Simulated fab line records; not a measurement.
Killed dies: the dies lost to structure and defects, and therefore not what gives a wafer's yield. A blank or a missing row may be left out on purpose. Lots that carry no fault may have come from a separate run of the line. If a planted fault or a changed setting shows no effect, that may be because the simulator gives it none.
fab line records | flow sky130
record lots=24 wafers=72 lastDay=50
route steps=708 shown METAL4@635 VIA4@641 METAL5@665 PAD_OPEN@701
lots that met no fault: taken from a fault-free run of the same line
startH: hours from the record's opening day to when the first of the lot's shown wafers began | waitH: time in hours since the lot's previous step | " the same as in the row above | L1.1+2: several wafers, shown together as one row | - no value, or no start given | * or withheld: withheld | < > ~ a bound
route shown NAME@n: NAME is a module with steps in the file, n the number in the route of the first one | usual: mean/standard deviation taken from wafers without a fault | same: alike in all rows | chamber/n: place in a boat | sites: the reading at each site | _std_site: standard deviation across them | _edge_site: outer sites' mean less inner sites' | radiusMm: how far each site lies from the wafer's centre | mask NAME#n: copy n | behind: the tool/chamber that last shaped the wafer | hold: why the lot was held/for how many hours/how that ended | device: the n, p or np transistor that did not switch | end of line: at the end of the route, the tests of the same wafers | for a step that has no rows: nothing shown but its recipe | killed: count of dies lost to structure and defects at first sort (not the wafer's yield) | map: a wafer's dies, x killed, . not, _ none there
set.NAME: the setting that was run; set.NAME@STEP: the one run at that earlier step | model.NAME: the simulator's own value behind a step, which no gauge read
steps of the route over a sample of lots; a table a step, a row a wafer
services: when a tool's chamber went out of use (startH, in hours from the record's first day, below 0 if earlier), for how many hours, and the reason
## steps
# step SKY_METAL4_STRIP_19
# recipe chemistry=O2/N2 powerW=1400 pressureMtorr=1500 platenTempC=withheld o2FlowSccm=3000 n2FlowSccm=300 overashFraction=0.5
# usual drypumpMotorCurrentA=5.75/0.28 o2FlowSccm=3002/8.3 oesProductAu=0.502/0.0061 stripTimeToEndpointS=6.54/0.098
# columns lot.wafer tool chamber startH waitH drypumpMotorCurrentA o2FlowSccm oesProductAu rfHoursCounterH stripTimeToEndpointS
L074.3 plasmaAsher-01 1 1001.83 0.1 6.28 2998 0.500 - 6.53
L074.4 " 0 " " 5.94 3006 0.489 - 6.36
L074.6 " 1 " " 6.30 2998 0.488 - 6.30
L075.1 plasmaAsher-01 0 1002.45 0.1 5.95 3007 0.506 87 6.61
L075.3 " 0 " " 5.95 2996 0.499 - 6.58
L075.4 " 1 " " 6.28 3003 0.494 - 6.71
L077.4 plasmaAsher-03 1 1002.72 0.1 5.40 3003 0.503 - 6.54
L077.5 " 0 " " 5.66 2995 0.507 - 6.54
L077.6 " 1 " " 5.41 2999 0.510 - 6.60
L076.4 plasmaAsher-03 1 1003.72 0.1 5.44 3000 0.501 - 6.57
L076.5 " 1 " " 5.43 3006 0.502 - 6.60
L076.6 " 0 " " 5.67 2998 0.502 - 6.52
L078.2 plasmaAsher-01 1 1043.88 0.1 6.30 2995 0.495 91 6.40
L078.4 " 1 " " 6.28 2982 0.489 - 6.39
L078.5 " 1 " " 6.28 3001 0.500 - 6.38
L079.1 plasmaAsher-03 0 1044.07 0.3 5.66 3007 0.508 120 6.64
L079.2 " 1 " " 5.40 3010 0.505 120 6.58
L079.3 " 0 " " 5.63 2996 0.508 - 6.56
L081.1 plasmaAsher-02 0 1044.45 0.1 5.62 3011 0.502 30 6.38
L081.2 " 1 " " 5.78 3008 0.498 30 6.49
L081.4 " 1 " " 5.81 3001 0.502 - 6.48
L080.1 plasmaAsher-02 0 1045.10 0.1 5.60 2993 0.502 30 6.52
L080.2 " 1 " " 5.75 3004 0.497 30 6.39
L080.4 " 0 " " 5.62 2996 0.504 - 6.50
L082.1 plasmaAsher-03 1 1046.43 0.3 5.42 3007 0.507 120 6.50
L082.4 " 1 " " 5.40 2993 0.497 - 6.37
L082.6 " 1 " " 5.40 2994 0.502 - 6.46
L084.2 plasmaAsher-01 1 1051.68 0.1 6.29 3015 0.491 92 6.33
L084.4 " 1 " " 6.28 3005 0.503 - 6.49
L084.5 " 1 " " 6.28 3003 0.498 - 6.42
L083.2 plasmaAsher-03 1 1053.88 0.1 5.41 2990 0.505 121 6.57
L083.4 " 0 " " 5.63 3007 0.502 - 6.46
L083.6 " 1 " " 5.41 3021 0.496 - 6.38
L085.1 plasmaAsher-01 1 1054.24 0.1 6.32 3001 0.501 92 6.58
L085.2 " 0 " " 5.98 3010 0.500 92 6.52
L085.3 " 1 " " 6.33 2997 0.500 - 6.59
L086.3 plasmaAsher-03 1 1055.09 0.1 5.42 3008 0.501 - 6.45
L086.5 " 1 " " 5.44 2998 0.512 - 6.66
L086.6 " 0 " " 5.66 3004 0.494 - 6.45
L087.2 plasmaAsher-02 1 1065.24 0.1 5.79 3009 0.503 32 6.55
L087.4 " 1 " " 5.80 3011 0.500 - 6.48
L087.6 " 0 " " 5.61 2988 0.499 - 6.60
L088.2 plasmaAsher-02 0 1073.90 0.1 5.63 2992 0.505 33 6.68
L088.3 " 0 " " 5.63 2998 0.499 - 6.51
L088.5 " 1 " " 5.81 2993 0.501 - 6.47
L089.2 plasmaAsher-03 1 1075.35 0.1 5.42 3001 0.501 1 6.44
L089.3 " 0 " " 5.67 2997 0.505 - 6.66
L089.4 " 1 " " 5.40 2991 0.500 - 6.51
L090.1 plasmaAsher-02 1 1088.00 0.1 5.80 3002 0.503 34 6.48
L090.2 " 0 " " 5.63 2996 0.500 34 6.56
L090.5 " 1 " " 5.77 2993 0.501 - 6.61
L091.1 plasmaAsher-01 0 1091.15 0.1 5.93 2983 0.514 96 6.67
L091.4 " 1 " " 6.30 3013 0.493 - 6.48
L091.5 " 0 " " 5.94 3008 0.497 - 6.50
L092.1 plasmaAsher-03 1 1094.74 0.1 5.41 2992 0.503 3 6.60
L092.2 " 0 " " 5.70 3021 0.494 3 6.43
L092.5 " 0 " " 5.68 3018 0.506 - 6.44
L093.1 plasmaAsher-03 1 1105.99 0.1 5.43 3002 0.518 4 6.63
L093.2 " 0 " " 5.60 3007 0.494 4 6.46
L093.6 " 1 " " 5.42 3012 0.500 - 6.45
L094.4 plasmaAsher-03 0 1109.34 0.1 5.67 3005 0.502 - 6.54
L094.5 " 1 " " 5.40 3011 0.515 - 6.74
L094.6 " 0 " " 5.67 3004 0.501 - 6.47
L095.1 plasmaAsher-02 0 1117.78 0.3 5.62 2994 0.507 38 6.65
L095.4 " 1 " " 5.79 2993 0.503 - 6.65
L095.6 " 1 " " 5.78 2985 0.501 - 6.67
L096.1 plasmaAsher-03 0 1119.77 0.3 5.64 3005 0.505 6 6.63
L096.3 " 1 " " 5.42 3000 0.508 - 6.70
L096.6 " 0 " " 5.66 3011 0.506 - 6.70
L097.2 plasmaAsher-01 1 1125.68 0.2 6.28 3013 0.502 98 6.58
L097.4 " 1 " " 6.29 3012 0.503 - 6.60
L097.6 " 1 " " 6.28 2999 0.500 - 6.58
# step SKY_VIA4_CMP_02
# recipe material=SiO2 downForcePsi=4 platenRpm=60 padVelocityMS=0.94248
# usual motorCurrentA=11.8/1.4
# columns lot.wafer tool chamber startH waitH motorCurrentA
L074.3 cmp-02 2 1002.72 0.1 11.4
L074.4 " 3 " " 11.3
L074.6 " 2 " " 12.0
L075.4 cmp-02 0 1003.61 0.3 11.1
L075.3 " 1 " " 9.8
L075.1 " 2 " " 11.0
L077.4 cmp-02 0 1003.96 0.3 11.6
L077.5 " 3 " " 11.0
L077.6 " 0 " " 12.0
L076.4 cmp-02 3 1005.26 0.7 10.6
L076.5 " 0 " " 11.4
L076.6 " 1 " " 10.3
L078.4 cmp-01 1 1044.76 0.1 11.9
L078.2 " 2 " " 13.5
L078.5 " 1 " " 12.4
L079.1 cmp-01 2 1045.06 0.1 13.5
L079.3 " 3 " " 15.1
L079.2 " 0 " " 11.4
L081.4 cmp-02 2 1045.45 0.1 11.3
L081.1 " 3 " " 10.5
L081.2 " 0 " " 11.7
L080.2 cmp-01 0 1046.02 0.0 11.1
L080.4 " 1 " " 12.0
L080.1 " 3 " " 15.0
L082.1 cmp-02 3 1047.31 0.1 10.7
L082.4 " 0 " " 11.9
L082.6 " 2 " " 11.3
L084.2 cmp-02 3 1052.51 0.0 10.6
L084.4 " 2 " " 11.1
L084.5 " 0 " " 11.6
L083.2 cmp-01 0 1054.77 0.1 11.4
L083.4 " 2 " " 13.1
L083.6 " 1 " " 12.6
L085.3 cmp-02 0 1055.12 0.1 12.2
L085.1 " 1 " " 9.5
L085.2 " 2 " " 11.4
L086.3 cmp-01 3 1055.93 0.1 15.1
L086.5 " 2 " " 13.4
L086.6 " 3 " " 15.3
L087.4 cmp-02 0 1066.13 0.1 11.8
L087.2 " 2 " " 11.5
L087.6 " 0 " " 11.8
L088.2 cmp-02 2 1074.76 0.0 11.9
L088.3 " 3 " " 11.1
L088.5 " 2 " " 10.9
L089.3 cmp-01 0 1076.23 0.1 10.9
L089.2 " 1 " " 12.2
L089.4 " 2 " " 13.4
L090.2 cmp-01 3 1090.40 1.6 15.6
L090.1 " 0 " " 10.6
L090.5 " 0 " " 11.0
L091.1 cmp-02 0 1092.11 0.1 11.7
L091.4 " 1 " " 9.8
L091.5 " 2 " " 11.3
L092.2 cmp-02 3 1095.61 0.0 10.7
L092.1 " 1 " " 9.8
L092.5 " 0 " " 11.6
L093.1 cmp-02 1 1106.89 0.1 9.8
L093.2 " 2 " " 11.3
L093.6 " 0 " " 11.7
L094.4 cmp-01 3 1110.22 0.1 15.4
L094.5 " 2 " " 13.2
L094.6 " 3 " " 15.0
L095.4 cmp-01 3 1118.61 0.0 14.7
L095.1 " 2 " " 12.9
L095.6 " 3 " " 14.5
L096.1 cmp-02 0 1120.60 0.1 12.0
L096.3 " 2 " " 10.7
L096.6 " 0 " " 11.6
L097.4 cmp-01 2 1126.92 0.4 13.7
L097.2 " 3 " " 14.9
L097.6 " 0 " " 11.5
# step SKY_VIA4_STRIP_13
# recipe chemistry=O2/N2 powerW=1400 pressureMtorr=1500 platenTempC=withheld o2FlowSccm=3000 n2FlowSccm=300 overashFraction=0.5
# usual drypumpMotorCurrentA=5.89/0.27 o2FlowSccm=3000/8.3 oesProductAu=0.708/0.0046 stripTimeToEndpointS=12.92/0.045
# columns lot.wafer tool chamber startH waitH drypumpMotorCurrentA o2FlowSccm oesProductAu rfHoursCounterH stripTimeToEndpointS
L074.3 plasmaAsher-02 0 1025.41 - 5.62 2991 0.700 - 12.91
L074.4 " 1 " " 5.78 3007 0.711 - 12.95
L074.6 " 1 " " 5.83 3016 0.711 - 12.96
L075.1 plasmaAsher-01 0 1025.82 - 6.00 2983 0.711 89 12.86
L075.3 " 0 " " 5.98 3005 0.710 - 12.94
L075.4 " 1 " " 6.30 2986 0.706 - 12.99
L077.4 plasmaAsher-02 1 1026.15 - 5.80 3009 0.706 - 12.88
L077.5 " 0 " " 5.63 3001 0.713 - 12.95
L077.6 " 1 " " 5.81 3000 0.707 - 12.98
L076.4 plasmaAsher-02 0 1027.55 - 5.61 2993 0.712 - 12.91
L076.5 " 0 " " 5.61 3012 0.711 - 12.90
L076.6 " 1 " " 5.82 3000 0.698 - 12.90
L078.2 plasmaAsher-02 0 1067.02 - 5.62 3009 0.714 32 12.87
L078.4 " 1 " " 5.74 3003 0.704 - 12.96
L078.5 " 0 " " 5.63 2997 0.717 - 12.92
L079.1 plasmaAsher-04 0 1067.88 - 5.59 3014 0.711 63 12.86
L079.2 " 1 " " 6.18 3001 0.703 63 12.90
L079.3 " 1 " " 6.16 2996 0.706 - 12.84
L081.1 plasmaAsher-02 1 1068.22 - 5.83 3005 0.708 32 12.86
L081.2 " 0 " " 5.61 2986 0.704 32 12.95
L081.4 " 1 " " 5.82 3000 0.710 - 12.87
L080.1 plasmaAsher-02 0 1069.07 - 5.64 2990 0.711 32 12.96
L080.2 " 1 " " 5.78 2994 0.712 32 12.90
L080.4 " 1 " " 5.75 2992 0.709 - 12.96
L082.1 plasmaAsher-04 1 1069.62 - 6.22 2994 0.711 63 12.92
L082.4 " 0 " " 5.59 3004 0.706 - 12.86
L082.6 " 1 " " 6.22 3005 0.710 - 12.91
L084.2 plasmaAsher-01 0 1074.97 - 5.97 2997 0.714 95 12.98
L084.4 " 1 " " 6.30 2985 0.710 - 12.94
L084.5 " 1 " " 6.30 2993 0.705 - 12.99
L083.2 plasmaAsher-01 0 1077.32 - 5.99 3002 0.705 95 12.79
L083.4 " 1 " " 6.27 2990 0.712 - 12.85
L083.6 " 0 " " 5.94 3008 0.707 - 12.90
L085.1 plasmaAsher-04 0 1077.92 - 5.57 2998 0.706 64 12.90
L085.2 " 1 " " 6.19 2993 0.706 64 12.93
L085.3 " 1 " " 6.18 2993 0.717 - 12.91
L086.3 plasmaAsher-01 0 1078.25 - 5.96 3019 0.711 - 12.95
L086.5 " 1 " " 6.28 2999 0.710 - 12.99
L086.6 " 0 " " 5.97 3000 0.710 - 12.95
L087.2 plasmaAsher-04 1 1086.97 - 6.21 3010 0.711 64 12.92
L087.4 " 0 " " 5.59 2999 0.704 - 12.94
L087.6 " 1 " " 6.17 2993 0.711 - 12.87
L088.2 plasmaAsher-04 0 1095.48 - 5.58 2994 0.704 66 12.89
L088.3 " 1 " " 6.20 3006 0.705 - 12.90
L088.5 " 1 " " 6.18 2998 0.711 - 12.89
L089.2 plasmaAsher-04 1 1095.87 - 6.18 3012 0.695 66 12.90
L089.3 " 0 " " 5.57 3009 0.708 - 13.02
L089.4 " 1 " " 6.17 2990 0.697 - 12.87
L090.1 plasmaAsher-02 1 1110.87 - 5.77 3002 0.714 36 12.95
L090.2 " 0 " " 5.63 3002 0.717 36 12.93
L090.5 " 1 " " 5.73 3002 0.706 - 12.94
L091.1 plasmaAsher-04 1 1113.02 - 6.18 3003 0.710 67 12.88
L091.4 " 1 " " 6.18 3005 0.714 - 12.85
L091.5 " 0 " " 5.61 2988 0.712 - 12.88
L092.1 plasmaAsher-02 0 1116.17 - 5.62 3011 0.704 38 12.93
L092.2 " 1 " " 5.78 2991 0.711 38 12.87
L092.5 " 1 " " 5.77 2983 0.707 - 12.92
L093.1 plasmaAsher-01 0 1127.37 - 5.96 3001 0.698 98 12.90
L093.2 " 1 " " 6.30 3009 0.707 98 12.90
L093.6 " 1 " " 6.26 2995 0.705 - 12.89
L094.4 plasmaAsher-01 0 1129.11 - 5.95 3013 0.701 - 12.83
L094.5 " 0 " " 5.94 2997 0.700 - 12.89
L094.6 " 1 " " 6.29 2999 0.711 - 12.85
L095.1 plasmaAsher-04 1 1139.32 - 6.22 3003 0.707 70 12.95
L095.4 " 1 " " 6.16 2994 0.706 - 12.95
L095.6 " 1 " " 6.18 2997 0.704 - 12.96
L096.1 plasmaAsher-04 0 1141.72 - 5.59 3013 0.715 70 12.95
L096.3 " 0 " " 5.59 2992 0.712 - 12.90
L096.6 " 0 " " 5.58 2994 0.706 - 12.95
L097.2 plasmaAsher-04 0 1145.68 - 5.60 3004 0.715 71 12.90
L097.4 " 0 " " 5.60 3011 0.702 - 12.96
L097.6 " 1 " " 6.24 2999 0.705 - 12.90
# step SKY_METAL5_SPUTTER_04
# recipe material=TiN targetThkNm=70 powerW=6500 timeS=58.3 chamberPressurePa=0.4
# usual throttleValvePct=30.3/0.98
# columns lot.wafer tool chamber startH waitH throttleValvePct
L074.3 pvdSputter-01 - 1026.80 0.0 31.6
L074.4 " - " " 31.2
L074.6 " - " " 29.7
L075.1 pvdSputter-01 - 1027.74 0.0 29.7
L075.3 " - " " 31.5
L075.4 " - " " 31.3
L077.4 pvdSputter-01 - 1028.37 0.0 29.3
L077.5 " - " " 31.3
L077.6 " - " " 31.4
L076.4 pvdSputter-04 - 1029.24 0.0 30.2
L076.5 " - " " 30.9
L076.6 " - " " 28.9
L078.2 pvdSputter-01 - 1068.42 0.0 29.1
L078.4 " - " " 31.7
L078.5 " - " " 31.4
L079.1 pvdSputter-01 - 1069.28 0.0 29.4
L079.2 " - " " 29.5
L079.3 " - " " 31.5
L081.1 pvdSputter-04 - 1069.63 0.0 31.4
L081.2 " - " " 29.0
L081.4 " - " " 30.5
L080.1 pvdSputter-01 - 1070.50 0.0 29.0
L080.2 " - " " 29.5
L080.4 " - " " 31.3
L082.1 pvdSputter-01 - 1071.04 0.0 29.7
L082.4 " - " " 29.1
L082.6 " - " " 31.2
L084.2 pvdSputter-04 - 1076.64 0.0 30.1
L084.4 " - " " 31.4
L084.5 " - " " 30.2
L083.2 pvdSputter-02 - 1078.73 0.0 28.9
L083.4 " - " " 31.3
L083.6 " - " " 29.9
L085.1 pvdSputter-01 - 1079.39 0.0 31.1
L085.2 " - " " 31.4
L085.3 " - " " 29.7
L086.3 pvdSputter-04 - 1079.69 0.0 30.0
L086.5 " - " " 28.6
L086.6 " - " " 30.0
L087.2 pvdSputter-04 - 1090.24 0.0 28.8
L087.4 " - " " 31.1
L087.6 " - " " 30.0
L088.2 pvdSputter-02 - 1097.18 0.0 31.2
L088.3 " - " " 29.7
L088.5 " - " " 31.3
L089.2 pvdSputter-01 - 1097.43 0.0 29.2
L089.3 " - " " 29.5
L089.4 " - " " 31.4
L090.1 pvdSputter-04 - 1112.28 0.0 31.2
L090.2 " - " " 30.9
L090.5 " - " " 31.2
L091.1 pvdSputter-04 - 1114.52 0.0 30.9
L091.4 " - " " 30.2
L091.5 " - " " 31.0
L092.1 pvdSputter-04 - 1117.58 0.0 29.1
L092.2 " - " " 31.1
L092.5 " - " " 28.6
L093.1 pvdSputter-01 - 1128.78 0.0 31.4
L093.2 " - " " 29.7
L093.6 " - " " 31.1
L094.4 pvdSputter-04 - 1130.52 0.0 28.9
L094.5 " - " " 30.3
L094.6 " - " " 28.8
L095.1 pvdSputter-01 - 1140.73 0.0 29.0
L095.4 " - " " 31.4
L095.6 " - " " 29.5
L096.1 pvdSputter-01 - 1143.12 0.0 29.1
L096.3 " - " " 29.7
L096.6 " - " " 31.5
L097.2 pvdSputter-04 - 1147.08 0.0 28.6
L097.4 " - " " 30.9
L097.6 " - " " 29.2
# step SKY_PAD_OPEN_ETCH_07
# recipe chemistry=CF4/O2 targetDepthNm=725 stopOn=AlCu sourceW=800 biasW=150 pressureMtorr=150 cf4FlowSccm=80 O2_flow_sccm=10 timeS=161.1
# usual drypumpMotorCurrentA=5.8/0.39 oesProductAu=0.976/0.0069 throttleValvePct=5.965/0.0091
# columns lot.wafer tool chamber startH waitH drypumpMotorCurrentA oesProductAu rfHoursCounterH throttleValvePct
L074.3 rieDiel-02 0 1093.11 - 5.7 0.961 21 5.949
L074.4 " 0 " " 5.7 0.983 - 5.976
L074.6 " 3 " " 5.7 0.987 - 5.974
L075.1 rieDiel-01 1 1093.27 - 5.7 0.967 27 5.967
L075.3 " 0 " " 5.6 0.983 7 5.947
L075.4 " 2 " " 6.1 0.970 15 5.947
L077.4 rieDiel-02 0 1093.62 - 5.7 0.982 21 5.974
L077.5 " 0 " " 5.7 0.971 - 5.977
L077.6 " 1 " " 5.5 0.975 - 5.980
L076.4 rieDiel-02 3 1094.72 - 5.7 0.993 31 5.970
L076.5 " 3 " " 5.7 0.975 - 5.955
L076.6 " 0 " " 5.7 0.977 - 5.970
L078.2 rieDiel-02 0 1132.16 - 5.7 0.975 22 5.965
L078.4 " 1 " " 5.4 0.986 22 5.963
L078.5 " 2 " " 6.4 0.982 - 5.970
L079.1 rieDiel-01 2 1133.66 - 6.1 0.964 17 5.959
L079.2 " 3 " " 6.1 0.963 19 5.971
L079.3 " 1 " " 5.7 0.962 29 5.964
L081.1 rieDiel-04 1 1133.72 - 5.1 0.962 2 5.955
L081.2 " 3 " " 6.1 0.981 23 5.945
L081.4 " 2 " " 5.0 0.976 13 5.970
L080.1 rieDiel-02 2 1134.07 - 6.4 0.962 24 5.958
L080.2 " 1 " " 5.5 0.971 22 5.955
L080.4 " 0 " " 5.7 0.971 23 5.969
L082.1 rieDiel-01 0 1134.77 - 5.6 0.971 9 5.988
L082.4 " 2 " " 6.1 0.975 - 5.971
L082.6 " 3 " " 6.1 0.980 - 5.956
L084.2 rieDiel-02 2 1137.77 - 6.4 0.973 24 5.958
L084.4 " 1 " " 5.5 0.977 22 5.957
L084.5 " 3 " " 5.7 0.978 - 5.971
L083.2 rieDiel-02 2 1141.31 - 6.4 0.971 24 5.964
L083.4 " 0 " " 5.7 0.987 23 5.961
L083.6 " 0 " " 5.7 0.981 - 5.974
L085.1 rieDiel-04 3 1141.32 - 6.1 0.965 23 5.964
L085.2 " 0 " " 6.4 0.968 17 5.957
L085.3 " 1 " " 5.1 0.967 3 5.962
L086.3 rieDiel-01 1 1141.96 - 5.7 0.980 29 5.988
L086.5 " 2 " " 6.0 0.971 - 5.970
L086.6 " 1 " " 5.7 0.984 - 5.968
L087.2 rieDiel-01 0 1151.07 - 5.6 0.968 9 5.962
L087.4 " 2 " " 6.0 0.981 18 5.959
L087.6 " 3 " " 6.1 0.984 - 5.963
L088.2 rieDiel-04 2 1157.66 - 5.0 0.977 14 5.968
L088.3 " 1 " " 5.1 0.971 3 5.974
L088.5 " 0 " " 6.4 0.988 - 5.966
L089.2 rieDiel-01 2 1158.01 - 6.1 0.969 19 5.985
L089.3 " 1 " " 5.7 0.982 30 5.958
L089.4 " 0 " " 5.6 0.984 10 5.971
L090.1 rieDiel-01 1 1169.27 - 5.7 0.973 31 5.976
L090.2 " 3 " " 6.1 0.969 20 5.967
L090.5 " 1 " " 5.7 0.984 - 5.963
L091.1 rieDiel-04 3 1172.01 - 6.1 0.977 24 5.960
L091.4 " 2 " " 5.0 0.971 15 5.963
L091.5 " 0 " " 6.4 0.975 - 5.950
L092.1 rieDiel-04 0 1174.72 - 6.4 0.966 19 5.953
L092.2 " 2 " " 5.0 0.971 15 5.977
L092.5 " 1 " " 5.2 0.976 - 5.970
L093.1 rieDiel-02 1 1181.67 - 5.5 0.972 24 5.971
L093.2 " 2 " " 6.4 0.984 26 5.967
L093.6 " 2 " " 6.4 0.979 - 5.959
L094.4 rieDiel-01 0 1182.87 - 5.6 0.980 - 5.971
L094.5 " 3 " " 6.1 0.993 - 5.968
L094.6 " 2 " " 6.1 0.979 - 5.964
L095.1 rieDiel-01 3 1192.17 - 6.1 0.970 21 5.958
L095.4 " 0 " " 5.6 0.988 11 5.971
L095.6 " 0 " " 5.6 0.989 - 5.970
L096.1 rieDiel-01 2 1195.47 - 6.0 0.978 20 5.959
L096.3 " 1 " " 5.7 0.975 0 5.938
L096.6 " 2 " " 6.1 0.980 - 5.966
L097.2 rieDiel-01 3 1196.52 - 6.1 0.971 22 5.949
L097.4 " 0 " " 5.6 0.981 12 5.977
L097.6 " 0 " " 5.6 0.980 - 5.969
# step SKY_PAD_OPEN_STRIP_08
# recipe chemistry=O2/N2 powerW=1400 pressureMtorr=1500 platenTempC=withheld overashFraction=0.7 o2FlowSccm=3000 n2FlowSccm=300
# usual drypumpMotorCurrentA=5.80/0.27 o2FlowSccm=2998/9.4 oesProductAu=0.664/0.0048 stripTimeToEndpointS=37.07/0.11
# columns lot.wafer tool chamber startH waitH drypumpMotorCurrentA o2FlowSccm oesProductAu rfHoursCounterH stripTimeToEndpointS
L074.3 plasmaAsher-02 0 1093.25 0.1 5.62 2983 0.668 - 37.03
L074.4 " 1 " " 5.78 3006 0.666 - 37.11
L074.6 " 0 " " 5.62 3008 0.662 - 37.07
L075.1 plasmaAsher-03 0 1093.37 0.1 5.64 2994 0.667 3 37.03
L075.3 " 0 " " 5.66 2994 0.662 - 36.95
L075.4 " 1 " " 5.40 2995 0.675 - 36.84
L077.4 plasmaAsher-01 1 1093.76 0.1 6.29 2992 0.668 - 37.14
L077.5 " 0 " " 5.93 2995 0.661 - 37.16
L077.6 " 1 " " 6.30 2993 0.668 - 37.13
L076.4 plasmaAsher-01 1 1094.86 0.1 6.27 2980 0.653 - 37.22
L076.5 " 1 " " 6.27 2973 0.661 - 37.23
L076.6 " 0 " " 5.93 2997 0.658 - 37.17
L078.2 plasmaAsher-01 0 1132.26 0.1 5.95 3011 0.666 98 37.11
L078.4 " 0 " " 5.97 3015 0.662 - 37.17
L078.5 " 1 " " 6.27 3006 0.663 - 37.17
L079.1 plasmaAsher-03 0 1133.76 0.1 5.66 3004 0.661 7 37.13
L079.2 " 1 " " 5.42 3009 0.673 7 37.17
L079.3 " 1 " " 5.40 3014 0.666 - 37.24
L081.1 plasmaAsher-01 0 1133.82 0.1 5.97 2978 0.661 98 37.02
L081.2 " 1 " " 6.29 2997 0.659 98 36.96
L081.4 " 0 " " 5.94 2997 0.665 - 37.02
L080.1 plasmaAsher-03 1 1134.17 0.1 5.42 2998 0.665 7 37.15
L080.2 " 0 " " 5.65 3004 0.663 7 37.06
L080.4 " 1 " " 5.43 3009 0.664 - 37.13
L082.1 plasmaAsher-02 0 1134.87 0.1 5.63 3001 0.659 39 36.92
L082.4 " 0 " " 5.61 3006 0.667 - 36.95
L082.6 " 1 " " 5.82 3003 0.676 - 36.86
L084.2 plasmaAsher-01 0 1137.87 0.1 5.95 2993 0.666 99 37.23
L084.4 " 0 " " 6.02 3004 0.663 - 37.30
L084.5 " 1 " " 6.30 2998 0.666 - 37.10
L083.2 plasmaAsher-01 1 1141.41 0.1 6.27 3009 0.669 99 37.02
L083.4 " 0 " " 6.00 2993 0.674 - 37.13
L083.6 " 0 " " 5.99 2994 0.668 - 37.15
L085.1 plasmaAsher-02 0 1141.43 0.1 5.63 3003 0.675 40 37.05
L085.2 " 1 " " 5.81 3006 0.662 40 37.14
L085.3 " 0 " " 5.60 2990 0.663 - 37.03
L086.3 plasmaAsher-01 0 1142.10 0.1 5.92 3002 0.662 - 37.00
L086.5 " 0 " " 5.97 2980 0.659 - 36.99
L086.6 " 1 " " 6.30 2993 0.668 - 37.06
L087.2 plasmaAsher-02 0 1151.18 0.1 5.62 2998 0.666 41 37.09
L087.4 " 1 " " 5.77 2981 0.664 - 37.07
L087.6 " 1 " " 5.79 2984 0.662 - 37.12
L088.2 plasmaAsher-02 0 1157.76 0.1 5.63 2990 0.660 42 37.02
L088.3 " 0 " " 5.64 2991 0.662 - 36.93
L088.5 " 1 " " 5.79 2999 0.661 - 36.88
L089.2 plasmaAsher-03 1 1158.11 0.1 5.41 2998 0.665 9 36.93
L089.3 " 1 " " 5.40 3002 0.665 - 37.03
L089.4 " 0 " " 5.69 3011 0.660 - 37.04
L090.1 plasmaAsher-01 0 1169.37 0.1 5.97 3000 0.658 102 36.91
L090.2 " 1 " " 6.31 2994 0.671 102 36.90
L090.5 " 0 " " 5.93 3014 0.663 - 37.01
L091.1 plasmaAsher-03 0 1172.11 0.1 5.67 3007 0.672 10 37.13
L091.4 " 0 " " 5.67 3000 0.660 - 37.06
L091.5 " 1 " " 5.42 3002 0.670 - 37.08
L092.1 plasmaAsher-02 0 1174.83 0.1 5.60 2990 0.664 43 37.17
L092.2 " 1 " " 5.80 3003 0.657 43 37.14
L092.5 " 1 " " 5.81 2990 0.666 - 37.20
L093.1 plasmaAsher-03 0 1181.77 0.1 5.65 3007 0.666 12 37.21
L093.2 " 1 " " 5.42 3008 0.662 12 37.07
L093.6 " 1 " " 5.42 3005 0.663 - 37.13
L094.4 plasmaAsher-02 1 1182.96 0.0 5.78 2984 0.671 - 37.01
L094.5 " 1 " " 5.77 3001 0.659 - 36.96
L094.6 " 0 " " 5.63 2987 0.668 - 37.01
L095.1 plasmaAsher-02 0 1192.27 0.1 5.61 3007 0.658 45 36.92
L095.4 " 1 " " 5.81 3004 0.654 - 37.03
L095.6 " 1 " " 5.83 3005 0.672 - 36.94
L096.1 plasmaAsher-02 1 1195.58 0.1 5.80 2994 0.668 45 37.12
L096.3 " 1 " " 5.77 2987 0.666 - 37.18
L096.6 " 0 " " 5.60 3000 0.663 - 37.22
L097.2 plasmaAsher-02 0 1196.62 0.1 5.61 2980 0.659 45 37.02
L097.4 " 1 " " 5.79 2992 0.663 - 37.15
L097.6 " 0 " " 5.60 2994 0.658 - 37.06
## services
# columns tool chamber startH hours kind
cmp-01 - 989.71 15.9 pm
plasmaAsher-01 - 989.84 3.7 repair
plasmaAsher-04 - 990.53 3.7 repair
pvdSputter-04 - 995.11 10.4 repair
cmp-01 - 1010.11 1.3 repair
plasmaAsher-04 - 1019.29 7.7 repair
plasmaAsher-03 - 1022.89 5.8 repair
cmp-02 - 1023.88 13.6 repair
cmp-01 - 1038.11 5.5 pm
plasmaAsher-04 - 1043.21 2.4 repair
rieDiel-01 2 1048.47 20.1 repair
pvdSputter-01 - 1048.57 8.6 repair
rieDiel-01 0 1052.18 5.4 repair
plasmaAsher-03 - 1055.25 9.0 pm
plasmaAsher-03 - 1064.25 2.8 pm
plasmaAsher-02 - 1077.83 0.8 repair
cmp-02 - 1078.33 10.6 pm
plasmaAsher-01 - 1101.16 17.6 repair
pvdSputter-01 - 1111.31 4.1 repair
pvdSputter-01 - 1118.13 0.7 repair
rieDiel-01 1 1129.72 3.3 repair
rieDiel-01 1 1134.55 2.3 repair
cmp-02 - 1171.63 10.3 repair
cmp-02 - 1194.05 4.0 pm
## key
fault none
